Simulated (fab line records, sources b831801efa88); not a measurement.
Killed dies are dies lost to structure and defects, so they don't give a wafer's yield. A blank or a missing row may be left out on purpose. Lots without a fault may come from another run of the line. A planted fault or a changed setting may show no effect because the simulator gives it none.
Chamber matching | flow gf180mcu | GF_DUAL_GATE_WET_ETCH_12 on wet_bench-04: 4 sister chambers
The step etches SiO2 in dHF, target depth 13 nm, time 260 s. 18 wafers are shown with their chamber, then 9 later ones without.

WAFERS WITH THEIR CHAMBER
wafer  | chamber | temp_c (C)
L402.1 | 2       | 24.98
L402.2 | 2       | 24.99
L402.4 | 2       | 24.97
L405.2 | 3       | 25.11
L405.4 | 3       | 25.07
L405.5 | 3       | 25.10
L406.1 | 2       | 25.12
L406.2 | 2       | 24.97
L406.4 | 2       | 24.96
L408.1 | 0       | 24.87
L408.5 | 0       | 24.96
L408.6 | 0       | 24.96
L409.1 | 3       | 25.02
L409.4 | 3       | 24.97
L409.5 | 3       | 25.15
L411.3 | 1       | 24.99
L411.4 | 1       | 24.91
L411.6 | 1       | 24.92

SIGNATURES (means of the wafers above)
reading | chamber 0 | chamber 1 | chamber 2 | chamber 3 | scatter within a chamber
temp_c  | 24.9300   | 24.9400   | 24.9983   | 25.0700   | 0.0591
Rule: a wafer's distance from a chamber is the root of the sum, over the readings, of the square of ((its reading less the chamber's mean) divided by the reading's scatter). The wafer belongs to the nearest chamber; if the next one is less than 2 further off, it can't be placed. The scatter: the root of (the sum of the squares of (reading less its chamber's mean) over the shown wafers, divided by (wafers less chambers)).

WAFERS WITHOUT THEIR CHAMBER
wafer  | temp_c (C)
L412.4 | 25.18
L412.5 | 25.06
L412.6 | 24.95
L421.3 | 25.13
L421.4 | 25.11
L421.5 | 25.10
L422.1 | 25.18
L422.2 | 25.16
L422.4 | 25.25

WHICH CHAMBER EACH WENT THROUGH
wafer  | from the rows above               | in truth
L412.4 | can't be placed: 3 or 2           | 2
L412.5 | can't be placed: 3 or 2 or 1      | 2
L412.6 | can't be placed: 1 or 0 or 2 or 3 | 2
L421.3 | can't be placed: 3 or 2           | 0
L421.4 | can't be placed: 3 or 2           | 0
L421.5 | can't be placed: 3 or 2           | 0
L422.1 | can't be placed: 3 or 2           | 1
L422.2 | can't be placed: 3 or 2           | 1
L422.4 | can't be placed: 3 or 2           | 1
Placed correctly: 0 of 9. Can't be placed from these rows: 9 (the true chamber is among the candidates in 3). Placed wrongly: 0.
